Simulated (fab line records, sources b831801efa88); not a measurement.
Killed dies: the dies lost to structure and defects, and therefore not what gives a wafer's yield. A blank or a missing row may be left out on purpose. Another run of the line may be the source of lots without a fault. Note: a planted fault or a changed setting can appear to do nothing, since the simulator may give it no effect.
fab line records	flow sky130
[record] lots = 6	wafers = 18	last_day = 50
route steps=708 shown VT_ADJUST_PCH@151 SONOS_TUNNEL@154 PAD_OPEN@708
lots untouched by any fault: they come from a run of this same line in which no faults occurred
start_h: the number of hours between the record's first day and the start of the first shown wafer of the lot	wait_h: hours since the lot's step before	" same as the row above	L1.1+2: a row that stands for several wafers	- value missing, or start not given	* or withheld: withheld	< > ~ a bound
route shown NAME@n: names a module that has steps shown in the file, with the first one's number in the route	usual: mean and standard deviation over wafers with no fault	same: alike in all rows	chamber/n: place in a boat	sites: readings site by site	_std_site: the standard deviation of these	_edge_site: inner sites' mean taken away from outer sites' mean	radius_mm: for every site, how far away it sits from the centre of the wafer	mask NAME#n: copy n	behind: the last tool/chamber to shape the wafer	hold: cause of the lot's hold/its duration in hours/its outcome	device: which transistor (n, p or np) failed to switch	end of line: the route-end tests of the same wafers	a step with no rows: only its recipe	killed: dies that structure and defects cost at the first sort, which is not the same as the wafer's yield	map: shows each die of a wafer: x if killed, . if not, _ if none is there
set.NAME: the run value of the setting; set.NAME@STEP: its run value at that earlier step	model.NAME: the simulator's own value behind a step, which no gauge read
lots at some steps of the route; a table a step, a row a wafer
services: the hour from which a tool's chamber was out of use, counted from the record's first day as start_h (under 0 if before that day), plus the number of hours and why
[[steps]]
[step SKY_VT_ADJUST_PCH_IMPLANT_08]
[recipe] species = B	energy_kev = 10	dose_cm2 = 5e+11	tilt_deg = withheld
[step SKY_VT_ADJUST_PCH_STRIP_09]
[recipe] chemistry = O2/N2	power_w = 1400	pressure_mtorr = 1500	platen_temp_c = withheld	o2_flow_sccm = 3000	n2_flow_sccm = 300	overash_fraction = 0.5
[usual] chamber_pressure_mTorr = 1500.0/1.3	drypump_motor_current_A = 6.2/0.32	oes_product_au = 0.723/0.0051	strip_time_to_endpoint_s = 36.93/0.13
lot.wafer	tool	chamber	start_h	wait_h	chamber_pressure_mTorr	drypump_motor_current_A	oes_product_au	rf_hours_counter_h	strip_time_to_endpoint_s
L123.1	plasma_asher-04	1	249.66	0.1	1501.6	5.9	0.715	14	36.92
L123.4	"	0	"	"	1500.6	5.6	0.723	-	36.90
L123.6	"	1	"	"	1497.6	5.9	0.717	-	36.87
L124.1	plasma_asher-04	1	267.75	0.1	1500.9	6.1	0.721	16	36.98
L124.4	"	1	"	"	1498.3	6.0	0.714	-	37.02
L124.6	"	0	"	"	1500.6	5.6	0.715	-	37.09
L129.2	plasma_asher-02	1	311.66	0.1	1500.4	6.4	0.716	65	37.02
L129.4	"	1	"	"	1500.5	6.4	0.719	-	36.99
L129.6	"	0	"	"	1498.4	6.6	0.716	-	37.00
L133.4	plasma_asher-03	0	334.80	0.1	1500.2	5.9	0.723	-	37.02
L133.5	"	0	"	"	1501.6	6.0	0.722	-	36.95
L133.6	"	1	"	"	1499.5	6.4	0.730	-	37.04
L135.1	plasma_asher-03	0	349.07	0.1	1500.8	5.9	0.719	61	36.82
L135.3	"	1	"	"	1497.9	6.4	0.725	-	36.73
L135.6	"	1	"	"	1498.3	6.4	0.716	-	36.73
L140.2	plasma_asher-02	1	386.30	0.1	1501.7	6.5	0.718	71	36.88
L140.4	"	1	"	"	1499.0	6.5	0.724	-	36.84
L140.6	"	1	"	"	1499.4	6.4	0.725	-	36.95
[step SKY_VT_ADJUST_PCH_TW_MEAS_10]
[usual] VT_ADJUST_PCH_TW = 142.5/0.62
lot.wafer	tool	chamber	start_h	wait_h	VT_ADJUST_PCH_TW
L123.1	film_metro-01	-	249.76	0.1	144.4
L123.4	"	-	"	"	143.7
L123.6	"	-	"	"	143.9
L124.1	film_metro-02	-	267.85	0.1	142.0
L124.4	"	-	"	"	142.1
L124.6	"	-	"	"	142.1
L129.2	film_metro-01	-	311.77	0.1	142.7
L129.4	"	-	"	"	143.2
L129.6	"	-	"	"	142.9
L133.4	film_metro-02	-	334.90	0.1	142.4
L133.5	"	-	"	"	142.2
L133.6	"	-	"	"	142.8
L135.1	film_metro-03	-	349.17	0.1	142.4
L135.3	"	-	"	"	141.8
L135.6	"	-	"	"	141.9
L140.2	film_metro-03	-	386.41	0.1	141.7
L140.4	"	-	"	"	142.3
L140.6	"	-	"	"	141.9
[step SKY_SONOS_TUNNEL_DEHYDRATE_00]
[recipe] temp_c = 200	time_s = 60
[step SKY_SONOS_TUNNEL_HMDS_01]
[recipe] prime_time_s = 60	prime_temp_c = 120
[step SKY_SONOS_TUNNEL_COAT_02]
[recipe] resist = NOVOLAK	spin_rpm = 3000	resist_thk_nm = 1140
[step SKY_SONOS_TUNNEL_SOFTBAKE_03]
[recipe] temp_c = 90	time_s = 60	resist = NOVOLAK
[step SKY_SONOS_TUNNEL_EXPOSE_04]
[recipe] mask_id = TUNM	na = 0.6	source_shape = conventional	sigma_outer = 0.6	polarization = unpolarized	target_cd_nm = 410	dose_mj = 136
[step SKY_SONOS_TUNNEL_PEB_05]
[recipe] temp_c = withheld	time_s = *	resist = NOVOLAK
[step SKY_SONOS_TUNNEL_DEVELOP_06]
[recipe] resist = NOVOLAK	developer = TMAH	develop_time_s = 60	dev_temp_c = 23
[step SKY_SONOS_TUNNEL_CD_MEAS_07]
[recipe] target_cd_nm = 410
[usual] cd_nm = 409.5/2.4
lot.wafer	tool	chamber	start_h	wait_h	cd_nm
L123.1	cd_sem-01	-	273.61	0.1	409.7
L123.4	"	-	"	"	407.5
L123.6	"	-	"	"	409.0
L124.1	cd_sem-02	-	292.51	0.1	407.4
L124.4	"	-	"	"	406.2
L124.6	"	-	"	"	406.0
L129.2	cd_sem-02	-	337.93	0.1	411.7
L129.4	"	-	"	"	412.1
L129.6	"	-	"	"	411.9
L133.4	cd_sem-01	-	362.57	0.1	411.4
L133.5	"	-	"	"	413.0
L133.6	"	-	"	"	413.3
L135.1	cd_sem-02	-	376.77	0.1	410.8
L135.3	"	-	"	"	411.2
L135.6	"	-	"	"	408.4
L140.2	cd_sem-02	-	415.48	0.1	412.2
L140.4	"	-	"	"	412.9
L140.6	"	-	"	"	413.8
[step SKY_SONOS_TUNNEL_OVL_MEAS_08]
[usual] SONOS_TUNNEL_OVL = -0.1/1.4
lot.wafer	tool	chamber	start_h	wait_h	SONOS_TUNNEL_OVL[nm]
L123.1	overlay-02	-	273.73	0.1	3.5
L123.4	"	-	"	"	1.6
L123.6	"	-	"	"	2.1
L124.1	overlay-02	-	292.63	0.1	-1.9
L124.4	"	-	"	"	0.6
L124.6	"	-	"	"	-1.1
L129.2	overlay-01	-	338.03	0.1	-1.0
L129.4	"	-	"	"	-1.0
L129.6	"	-	"	"	-0.2
L133.4	overlay-02	-	362.64	0.1	-1.0
L133.5	"	-	"	"	0.8
L133.6	"	-	"	"	0.9
L135.1	overlay-02	-	376.89	0.1	0.5
L135.3	"	-	"	"	1.1
L135.6	"	-	"	"	1.9
L140.2	overlay-02	-	415.58	0.1	0.1
L140.4	"	-	"	"	-1.1
L140.6	"	-	"	"	-0.5
[step SKY_SONOS_TUNNEL_IMPLANT_09]
[recipe] species = B	energy_kev = 20	dose_cm2 = 1e+12	tilt_deg = withheld
[usual] beam_energy_keV = 20.000/0.0058
lot.wafer	tool	chamber	start_h	wait_h	beam_energy_keV	model.implant.rp_nm	model.implant.drp_nm
L123.1	implanter-02	0	273.77	0.0	20.000	67.35	28.34
L123.4	"	0	"	"	19.994	67.35	28.34
L123.6	"	0	"	"	19.994	67.35	28.34
L124.1	implanter-03	0	292.66	0.0	20.004	65.74	28.34
L124.4	"	0	"	"	20.002	65.74	28.34
L124.6	"	0	"	"	20.010	65.74	28.34
L129.2	implanter-03	0	338.09	0.0	18.674	59.99	27
L129.4	"	0	"	"	18.674	59.99	27
L129.6	"	0	"	"	18.668	59.99	27
L133.4	implanter-03	0	362.74	0.1	18.677	61.62	27
L133.5	"	0	"	"	18.683	61.62	27
L133.6	"	0	"	"	18.674	61.62	27
L135.1	implanter-02	0	376.93	0.0	19.998	65.23	28.34
L135.3	"	0	"	"	19.999	65.23	28.34
L135.6	"	0	"	"	19.992	65.23	28.34
L140.2	implanter-03	0	415.64	0.0	19.996	64.82	28.34
L140.4	"	0	"	"	20.001	64.82	28.34
L140.6	"	0	"	"	20.000	64.82	28.34
[step SKY_SONOS_TUNNEL_WET_ETCH_10]
[recipe] chemistry = dHF	target_depth_nm = 14	target = SiO2	dilution = 100:1	temp_c = 25	time_s = 280
[step SKY_PAD_OPEN_PROBE_99]
[usual] killed_at_M0_to_M3 = 42/6.9	killed_at_M4_up = 3.2/1.7	killed_at_contacts = 23/5.5	killed_at_front_end = 16/4	killed_at_other = 0.4/0.55	killed_dies = 85/9.2	killed_open = 46/6.8	killed_short = 38/6.2
[same] gross_dies = 492	killed_at_back_side = 0
lot.wafer	tool	chamber	start_h	wait_h	killed_at_M0_to_M3	killed_at_M4_up	killed_at_contacts	killed_at_front_end	killed_at_other	killed_dies	killed_open	killed_short
L140.2	prober-01	-	1190.18	0.1	39	3	20	14	0	76	50	26
L140.4	prober-01	-	1190.28	0.2	34	5	21	12	1	73	39	34
L140.6	prober-01	-	1190.38	0.2	41	4	24	26	0	95	54	41
// killed by level:class
L140.2 CONTACT:geometric_particle:open=10 VIA3:geometric_particle:open=10 LI_CONTACT:geometric_particle:open=7 VIA2:geometric_particle:open=7 VIA1:geometric_particle:open=6 METAL1:geometric_particle:short=5 SPACER:geometric_particle:open=4 METAL2:geometric_particle:short=4
L140.4 CONTACT:geometric_particle:open=12 VIA3:geometric_particle:open=7 VIA2:geometric_particle:open=6 METAL2:geometric_particle:short=6 FIELD_ISO:geometric_particle:short=5 VIA2:geometric_particle:short=5 VIA1:geometric_particle:short=4 POLY_GATE:geometric_particle:open=3
L140.6 VIA1:geometric_particle:open=12 CONTACT:geometric_particle:open=9 LI_CONTACT:geometric_particle:open=8 FIELD_ISO:geometric_particle:open=7 POLY_GATE:geometric_particle:open=7 METAL2:geometric_particle:short=7 FIELD_ISO:geometric_particle:short=5 METAL3:geometric_particle:short=4
[[services]]
tool	chamber	start_h	hours	kind
plasma_asher-02	-	229.49	5.3	pm
plasma_asher-04	-	231.31	0.7	repair
plasma_asher-03	-	264.96	1.8	repair
plasma_asher-03	-	283.11	3.4	repair
implanter-02	-	290.97	2.7	repair
implanter-03	-	299.41	4.2	repair
implanter-03	-	304.15	2.3	repair
plasma_asher-04	-	305.14	1.0	repair
implanter-03	-	308.12	2.9	repair
plasma_asher-03	-	324.09	1.9	repair
plasma_asher-02	-	335.44	14.6	pm
implanter-03	-	340.82	15.0	repair
implanter-03	-	380.22	1.2	repair
[[key]]
[first_sign] step = SKY_SONOS_TUNNEL_IMPLANT_09	reading = beam_energy_keV	direction = down	sigmas = 99+	usual = *	struck = *
effect none on later readings
[model_effect] step = SKY_SONOS_TUNNEL_IMPLANT_09	value = implant.rp_nm	without = 65.08	struck = 60.8
met_at SKY_SONOS_TUNNEL_IMPLANT_09
struck_wafers L129.2,L129.4,L129.6,L133.4,L133.5,L133.6
tester_left_out L129,L133
onset_between 292.66 338.09
[fault] kind = process_parameter_drift	tool = implanter-03	chamber = -	onset_h = 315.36	steps = SKY_SONOS_TUNNEL_IMPLANT_09	channel = energy_kev	offset = *	shape = step	end_h = 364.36	acts_in = *	stated = *
// tester_left_out: of these lots the tester's yield and bins aren't shown, on N5 and GAA mostly nor the transistor test; their killed dies are dies lost to structure and defects alone, not to doping, threshold or leakage, so they don't give the yield
